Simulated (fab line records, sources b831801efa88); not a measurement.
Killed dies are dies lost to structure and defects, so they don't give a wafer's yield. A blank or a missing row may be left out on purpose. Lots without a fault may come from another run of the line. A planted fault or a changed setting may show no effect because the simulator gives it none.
A struck lot beside a sound one | flow gf180mcu | 38 steps out of a route of 602
Sound: wafers L245.1, L245.3, L245.4. Struck: wafers L260.2, L260.4. (L260.6 of the same lot was not struck and is left out.) The cause comes at the end.
At each step with rows: each side's tool, then ch and its chambers, then its first start. Under that, the readings that differ: sound wafers | struck wafers | difference of the means | sigmas: that difference in standard deviations of wafers without a fault.
alike: readings whose means differ by less than 2 such deviations, and words and numbers that are the same on both sides. not compared: withheld readings, readings that some wafer has no value for, bounds like >300 that may hide the same value, and numbers for which the record gives no deviation and whose values overlap.
The two part at a step that has a row with sigmas, a row that says differs or no value, or rows on one side only. Numbers that don't overlap but have no deviation are shown without sigmas and don't part them. A reading that every wafer of one side lacks parts them only if that side has two wafers or more.

first, 4 steps without rows for these wafers: GF_M2_SOFTBAKE_10 (time 60 s); GF_M2_EXPOSE_11 (exposes mask Metal2, target cd 280 nm); GF_M2_PEB_12 (peb time 90 s); GF_M2_DEVELOP_13 (develop time 60 s).
GF_M2_CD_MEAS_14: target cd 280 nm.
  sound on cd_sem-01, day 20 05:26; struck on cd_sem-01, day 26 15:40
  alike: cd_nm
GF_M2_OVL_MEAS_15:
  sound on overlay-01, day 20 05:34; struck on overlay-01, day 26 15:46
  alike: M2_OVL
GF_M2_METAL_ETCH_16: etches the open film in Cl2/BCl3, stops on SiO2, target depth 627.5 nm, time 104.6 s.
  sound on rie_metal-03 ch 0,1, day 20 05:35; struck on rie_metal-03 ch 0, day 26 15:50
  alike: bcl3_flow_sccm, drypump_motor_current_A, oes_product_au, throttle_valve_pct
  not compared: rf_hours_counter_h
then, 4 steps without rows for these wafers: GF_M2_STRIP_17 (strips in O2/N2); GF_M2_STRIP_18 (strips in post etch residue remover, time 1200 s); GF_M2_CLEAN_19 (cleans in DIW); GF_V2_CVD_00 (deposits SiO2, target thk 600 nm, time 100 s).
GF_V2_THK_MEAS_01:
  sound on film_metro-03, day 20 06:19; struck on film_metro-02, day 26 16:38
  alike: V2_CVD_00_THK
GF_V2_CVD_02: deposits SiO2 from TEOS, target thk 850 nm, time 94.851 s.
  sound on pecvd-03 ch 1,2, day 20 06:22; struck on pecvd-04 ch 2, day 26 16:41
  reading                             | sound             | struck      | difference | sigmas
  model.SiO2_of_V2_CVD_02.thk_nm (nm) | 842.2 854.9 852.5 | 593.6 608.4 | -248.9     |
  alike: heater_power_w
GF_V2_THK_MEAS_03:
  sound on film_metro-04, day 20 06:26; struck on film_metro-03, day 26 17:00
  reading            | sound       | struck  | difference | sigmas
  V2_CVD_02_THK (nm) | 842 855 853 | 594 608 | -249       | -25
  not compared: hold
GF_V2_CMP_04: polishes SiO2.
  sound on cmp-01 ch 1,2,3, day 20 06:30; struck on cmp-02 ch 1,2, day 26 18:47
  reading                | sound    | struck                                            | difference                   | sigmas
  hold                   | - - -    | await_dispo/1.7h/release await_dispo/1.7h/release | no value on the sound wafers |
  time_to_endpoint_s (s) | 72 76 78 | 29 30                                             | -46                          | -9
  alike: motor_current_A
GF_V2_BOW_MEAS_05:
  sound on film_metro-04, day 20 06:48; struck on film_metro-04, day 26 19:32
  reading     | sound     | struck | difference                    | sigmas
  V2_BOW (um) | 96 95 104 | - -    | no value on the struck wafers |
  not compared: hold
then, 7 steps without rows for these wafers: GF_V2_HMDS_07 (prime time 60 s); GF_V2_COAT_08; GF_V2_COAT_09 (resist thk 1000 nm); GF_V2_SOFTBAKE_10 (time 60 s); GF_V2_EXPOSE_11 (exposes mask Via2, target cd 260 nm); GF_V2_PEB_12 (peb time 90 s); GF_V2_DEVELOP_13 (develop time 60 s).
GF_V2_CD_MEAS_14: target cd 260 nm.
  sound on cd_sem-02, day 21 06:54; struck on cd_sem-02, day 27 13:09
  alike: cd_nm
GF_V2_OVL_MEAS_15:
  sound on overlay-01, day 21 07:01; struck on overlay-02, day 27 13:16
  alike: V2_OVL
GF_V2_ETCH_16: etches BARC in N2/H2.
  sound on rie_diel-02 ch 0,1,2, day 21 07:03; struck on rie_diel-03 ch 0,2, day 27 13:17
  alike: drypump_motor_current_A, h2_flow_sccm, n2_flow_sccm, oes_product_au, throttle_valve_pct
GF_V2_ETCH_17: etches SiO2 in C4F8/O2/Ar, stops on TiN, target depth 630 nm.
  sound on rie_diel-02 ch 0,1,2; struck on rie_diel-03 ch 0,2
  reading                        | sound             | struck      | difference | sigmas
  oes_product_au (a.u.)          | 0.852 0.848 0.853 | 0.829 0.849 | -0.012     | -3
  model.V2.feature_depth_nm (nm) | 630.5 630.5 631.7 | 593.6 608.4 | -29.9      |
  model.etch.depth_nm (nm)       | 630.5 630.5 631.7 | 593.6 608.4 | -29.9      |
GF_V2_STRIP_18: strips in O2/N2.
  sound on plasma_asher-02 ch 0,1, day 21 07:11; struck on plasma_asher-04 ch 1, day 27 13:25
  alike: drypump_motor_current_A, heater_power_w, n2_flow_sccm, oes_product_au
  not compared: rf_hours_counter_h
then, 4 steps without rows for these wafers: GF_V2_STRIP_19 (strips in post etch residue remover, time 1200 s); GF_V2_CLEAN_20 (cleans in DIW); GF_V2_SPUTTER_21 (material Ti, target thk 15 nm, time 80.02 s); GF_V2_SPUTTER_22 (material TiN, target thk 10 nm, time 40 s).
GF_V2_CVD_23: deposits W, target thk 350 nm, time 104.94 s.
  sound on cvd_w-02 ch 0,1, day 21 07:49; struck on cvd_w-01 ch 0, day 27 14:04
  alike: heater_power_w
GF_V2_RS_MEAS_24: measures by four-point-probe.
  sound on film_metro-02, day 21 07:56; struck on film_metro-02, day 27 14:11
  alike: V2_W_RS
GF_V2_THK_MEAS_25: measures by xrf.
  sound on film_metro-02, day 21 08:03; struck on film_metro-02, day 27 14:18
  alike: V2_W_THK
GF_V2_CMP_26: polishes, stops on SiO2, t overpolish 15 s, target thk 0 nm.
  sound on cmp-01 ch 0,2,3, day 21 08:07; struck on cmp-02 ch 2,3, day 27 14:25
  reading                             | sound             | struck      | difference | sigmas
  model.SiO2_of_V2_CVD_02.thk_nm (nm) | 626.7 626.7 627.9 | 589.9 604.6 | -29.9      |
  alike: motor_current_A, overpolish_run_s, time_to_endpoint_s
GF_M3_SPUTTER_00: material Ti, target thk 37.5 nm, time 150 s.
  sound on pvd_sputter-02, day 21 08:25; struck on pvd_sputter-02, day 27 14:40
  alike: throttle_valve_pct
-- the record jumps here: 7 days lie between the struck wafers' starts before and after (it left off in module M3 and takes up again in module PASSIVATION, whose first step shown is number 602 of the route) --
GF_PASSIVATION_PROBE_99:
  sound on prober-01, day 29 18:30; struck on prober-01, day 34 14:24
  reading                               | sound             | struck        | difference | sigmas
  model.etest.met3_comb.leak_log10_a_um | -12 -12.07 -12.14 | -7.037 -6.728 | +5.188     |

WHERE THEY PART
First at GF_V2_THK_MEAS_03; last, within this record, at GF_V2_ETCH_17. Later steps at which nothing parts them and some readings are alike: GF_V2_STRIP_18, GF_V2_CVD_23, GF_V2_RS_MEAS_24, GF_V2_THK_MEAS_25, GF_V2_CMP_26, GF_M3_SPUTTER_00.

WHY: what the simulator had put in
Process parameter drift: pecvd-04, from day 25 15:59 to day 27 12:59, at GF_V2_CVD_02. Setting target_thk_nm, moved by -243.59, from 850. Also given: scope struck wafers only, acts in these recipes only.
